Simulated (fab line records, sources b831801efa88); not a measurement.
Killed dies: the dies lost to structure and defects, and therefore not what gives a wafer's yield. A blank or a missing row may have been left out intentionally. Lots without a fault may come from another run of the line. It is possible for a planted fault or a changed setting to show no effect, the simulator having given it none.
Comparing a struck lot with a sound one / flow sky130 / 15 steps out of a route of 708
Sound: these wafers, L870.2, L870.4, L870.5. Wafers struck: L875.3, L875.4, L875.6. The cause is named last.
At each step with rows: each side's tool, then ch and its chambers, then its first start. Under that, the readings that differ: sound wafers / struck wafers / difference of the means / sigmas: that difference in standard deviations of wafers without a fault.
alike: same words and numbers on both sides, and readings whose means sit less than 2 such deviations apart. not compared: any withheld reading, any reading some wafer has no value for, any bound like >300 that may hide the same value, and any number with overlapping values for which the record gives no deviation.
A row with sigmas, a row that says differs or no value, or rows on one side alone: a step with any of these is where the two part. Numbers that have no deviation but don't overlap get no sigmas and don't part them. Lack of a reading on every wafer of one side parts them only where that side has two or more wafers.

SKY_VIA3_CMP_02: polishes SiO2.
  sound on cmp-01 ch 0,1,3, day 40 18:41; struck on cmp-02 ch 0,3, day 42 01:50
  alike: motor current A, retaining ring pressure frac
SKY_VIA3_BOW_MEAS_03:
  sound: film metro-03 at day 40 18:54; struck: film metro-03 at day 42 02:10
  alike: VIA3_BOW
then, 8 steps without rows for these wafers: SKY_VIA3_DEHYDRATE_04 (time 60 s); SKY_VIA3_HMDS_05 (prime time 60 s); SKY_VIA3_COAT_06 (resist thk 60 nm); SKY_VIA3_COAT_07 (resist thk 450 nm); SKY_VIA3_SOFTBAKE_08 (time 90 s); SKY_VIA3_EXPOSE_09 (exposes mask VIM3, target cd 200 nm); SKY_VIA3_PEB_10; SKY_VIA3_DEVELOP_11 (develop time 60 s).
SKY_VIA3_CD_MEAS_12 targets a cd of 200 nm.
  sound: cd sem-02 at day 41 18:56; struck: cd sem-02 at day 43 01:25
  alike: cd nm
SKY_VIA3_OVL_MEAS_13:
  sound: overlay-01 at day 41 19:03; struck: overlay-02 at day 43 01:30
reading=VIA3_OVL (nm); sound=-16 -7 -17; struck=12 3 3; difference=+19; sigmas=+3
SKY_VIA3_ETCH_14: etches BARC in N2/H2, stops on SiO2, time 45.9 s, target depth 60 nm.
  sound on rie diel-01 ch 2,3, day 41 19:05; struck on rie diel-01 ch 0,1,2, day 43 01:31
reading=bias w (W); sound=100.4 100.2 100.4; struck=83.3 84.1 84.0; difference=-16.5; sigmas=-50
  alike: drypump motor current A, n2 flow sccm, oes product au, throttle valve pct
  not compared: rf hours counter h, model.KrF-thick_of_VIA3_COAT_07.thk nm
SKY_VIA3_ETCH_15: etches SiO2 in C4F8/O2/Ar, stops on TiN, target depth 507 nm, time 78 s.
  sound on rie diel-01 ch 2,3, day 41 19:07; struck on rie diel-01 ch 0,1,2, day 43 01:34
  alike: bias w, oes product au
  not compared: rf hours counter h
after that, 1 step had no rows for these wafers: SKY_PAD_OPEN_PROBE_99.

## WHERE THEY PART
At SKY_VIA3_OVL_MEAS_13 first; at SKY_VIA3_ETCH_14 last (within this record only). Later steps at which nothing parts them and some readings are alike: SKY_VIA3_ETCH_15.

WHY: what the simulator had put in
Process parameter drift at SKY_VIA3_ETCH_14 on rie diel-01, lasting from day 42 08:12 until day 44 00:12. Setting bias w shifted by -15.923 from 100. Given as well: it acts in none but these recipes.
